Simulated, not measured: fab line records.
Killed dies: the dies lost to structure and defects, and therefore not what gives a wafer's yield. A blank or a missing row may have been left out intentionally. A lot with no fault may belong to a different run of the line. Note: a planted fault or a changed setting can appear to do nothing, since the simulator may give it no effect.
8D (eight disciplines) problem report, filled in by code | flow gf180mcu | the parts of the form that need people (team, actions taken, sign-off) are left out

1. THE PROBLEM
Wafers free of any fault read 1197.0 ohm/sq (standard deviation 2.8) for LVPWELL_RS at GF_VT_IMPLANT_RS_MEAS_48, against a mean of 1172.5 ohm/sq on 6 wafers of 2 lots. That puts it -8.7 standard deviations away from the usual mean.
The step: measures by four-point-probe.
The first sign was on wafer L484.3 at day 10 21:04, on film metro-03. The record has a number at this step for 36 wafers belonging to 12 lots. Rule for "out" (also "out of limits"): further than 4 standard deviations from the usual mean. The other wafers with a number count as sound.

2. WHAT IT IS, WHAT IT ISN'T
question                    | is                           | is not
which readings at this step | LVPWELL_RS                   | -
which lots                  | L484, L489                   | L472, L475, L476, L477, L478, L480, L481, L490, L491, L493
which wafers of those lots  | all that have a number       | -
read on which gauges        | film metro-03, film metro-04 | film metro-01
when                        | from day 10 21:04            | up to then (21 sound wafers); but 9 sound wafers of L490, L491, L493 came after

3. THE SUSPECTS, EACH WITH WHAT RULES IT OUT
Counting: a tool at a process step up to the reading stays a suspect if it ran every lot that is out and no sound lot after the first of them.
- the gauge at GF_VT_IMPLANT_RS_MEAS_48 is ruled out. 2 gauges (film metro-03, film metro-04) read the wafers that are out.
- implanter-04 at GF_LVPWELL_IMPLANT_09: kept. It processed each lot that is out, first L484 at day 6 15:04, and no sound lot thereafter; up to then, the last sound lot it processed was L481 at day 5 23:18. On those wafers its own readings are out: dose ions cm2, faraday current uA.
The count leaves implanter-04 at GF_LVPWELL_IMPLANT_09.

4. THE CAUSE (what the simulator had put in)
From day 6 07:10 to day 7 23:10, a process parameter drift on implanter-04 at GF_LVPWELL_IMPLANT_09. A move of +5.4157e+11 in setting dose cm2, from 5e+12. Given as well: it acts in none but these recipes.
Only this tool survived the counting.

5. THE CHAIN OF EFFECTS, in route order
Each row: a reading where the mean over the struck wafers with a number is more than 3 standard deviations away from the usual. Readings are gone through only where the record gives a usual standard deviation; hours: the median, over the lots, of the time from a lot's start at the first step in this table giving one to that lot's start at this step; sigmas: the change measured in usual standard deviations.
hours | step                     | reading            | usual         | on struck wafers | change     | sigmas
0     | GF_LVPWELL_IMPLANT_09    | dose ions cm2      | 4.999e+12     | 5.544e+12        | +5.448e+11 | +99 or more
0     | GF_LVPWELL_IMPLANT_09    | faraday current uA | 28.2          | 31.4             | +3.2       | +6.0
103   | GF_VT_IMPLANT_RS_MEAS_48 | LVPWELL_RS         | 1197.0 ohm/sq | 1172.5           | -24.5      | -8.7
The process steps in it:
- GF_LVPWELL_IMPLANT_09

6. WHAT WOULD HAVE CAUGHT IT SOONER
110 hours passed between the start of the fault at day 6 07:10 and the first reading out of limits at a measuring or inspecting step in this record, taken at day 10 21:04.
At GF_LVPWELL_IMPLANT_09, the tool's own readings (dose ions cm2, faraday current uA) were out on each struck wafer the step has a row for, so an alarm limit on them would have fired on the first such wafer.
By day 10 21:04, every lot that is out (2) had started GF_LVPWELL_IMPLANT_09 on implanter-04. Holding the tool at that point would not have protected any of them.
